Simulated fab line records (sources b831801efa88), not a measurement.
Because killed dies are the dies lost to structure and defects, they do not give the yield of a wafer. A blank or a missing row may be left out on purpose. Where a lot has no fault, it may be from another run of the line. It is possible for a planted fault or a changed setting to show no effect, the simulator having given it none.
A lot that was struck, set against a sound lot | flow sfq line | 14 out of 325 route steps
Sound: the wafers L661.1, L661.3, L661.6. The struck wafers were L655.2, L655.4, L655.5. The cause is named last.
Order at every step that has rows: each side's tool, ch and its chambers, its first start. Under that, the readings that differ: sound wafers | struck wafers | difference of the means | sigmas: that difference in standard deviations of wafers without a fault.
alike: words and numbers the same on both sides, and readings whose means are apart by under 2 such deviations; not compared: readings that were withheld, readings missing a value for some wafer, numbers with overlapping values and no deviation given by the record, and bounds like >300 which may hide the same value.
Wherever a step has rows on one side only, a row that says differs or no value, or a row with sigmas, the two part there. Numbers that don't overlap but have no deviation are shown without sigmas and don't part them. Lack of a reading on every wafer of one side parts them only where that side has two or more wafers.

SFQ_TRILAYER_JJ_CE_ETCH_RIE_118: chemistry SF6, target Nb, stops on Al2O3, time 97.7 s, target depth 170 nm.
  sound on rie metal-04 ch 0, day 55 10:25; struck on rie metal-04 ch 0,1, day 51 21:55
  alike: drypump motor current A, oes product au
  not compared: rf hours counter h
following that, these wafers have no rows for 1 step: SFQ_TRILAYER_JJ_ANODIZE_ANODIZE_119.
SFQ_TRILAYER_JJ_CE_STRIP_STRIP_120: strips in O2.
  sound on rie metal-03 ch 1, day 55 11:01; struck on rie metal-01 ch 0,1, day 51 22:31
  alike: drypump motor current A, oes product au
  not compared: rf hours counter h
then, 7 steps without rows for these wafers: SFQ_TRILAYER_JJ_CE_STRIP_SOLV_CLEAN_121 (cleans in NMP, time 600 s); SFQ_TRILAYER_M5_LITHO_COAT_128 (resist thk 62 nm); SFQ_TRILAYER_M5_LITHO_COAT_123 (resist thk 600 nm); SFQ_TRILAYER_M5_LITHO_SOFTBAKE_127; SFQ_TRILAYER_M5_LITHO_EXPOSE_124 (exposes mask M5, target cd 700 nm); SFQ_TRILAYER_M5_LITHO_PEB_126 (peb time 60 s); SFQ_TRILAYER_M5_LITHO_DEVELOP_125 (time 60 s).
-- the record jumps here: 6 days lie between the struck wafers' starts before and after --
SFQ_M5_OVL_MEAS_932:
  sound on overlay-01 at day 61 03:22; struck on overlay-01 at day 58 00:41
  alike: M5_OVL
SFQ_TRILAYER_M5_BARC_OPEN_METAL_ETCH_161: etches BARC in O2, target depth 125 nm, time 41.7 s.
  sound on rie metal-01 ch 1, day 61 03:23; struck on rie metal-01 ch 0,1, day 58 00:43
  alike: bias w, drypump motor current A, oes product au
  not compared: rf hours counter h
SFQ_TRILAYER_M5_ETCH_METAL_ETCH_126: etches Nb in Cl2/BCl3, stops on SiO2, time 203.2 s, target depth 265 nm.
  sound on rie metal-01 ch 1, day 61 03:28; struck on rie metal-01 ch 0,1, day 58 00:47
  reading    | sound             | struck            | difference | sigmas
  bias w (W) | 79.70 79.72 79.86 | 89.41 89.96 89.51 | +9.87      | +43
  alike: drypump motor current A, oes product au
  not compared: rf hours counter h, model.KrF_of_TRILAYER_M5_LITHO_COAT_123.thk nm
SFQ_TRILAYER_M5_STRIP_STRIP_127: strips in O2.
  sound on rie metal-01 ch 1, day 61 03:44; struck on rie metal-01 ch 0,1, day 58 00:59
  alike: drypump motor current A, oes product au
  not compared: rf hours counter h

WHERE THEY PART
At SFQ_TRILAYER_M5_ETCH_METAL_ETCH_126 and nowhere else, as far as this record goes. Later steps at which nothing parts them and some readings are alike: SFQ_TRILAYER_M5_STRIP_STRIP_127.

WHY: what the simulator had put in
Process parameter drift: rie metal-01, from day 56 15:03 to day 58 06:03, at SFQ_TRILAYER_M5_ETCH_METAL_ETCH_126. Setting bias w, moved by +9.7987, from 80. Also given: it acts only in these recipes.
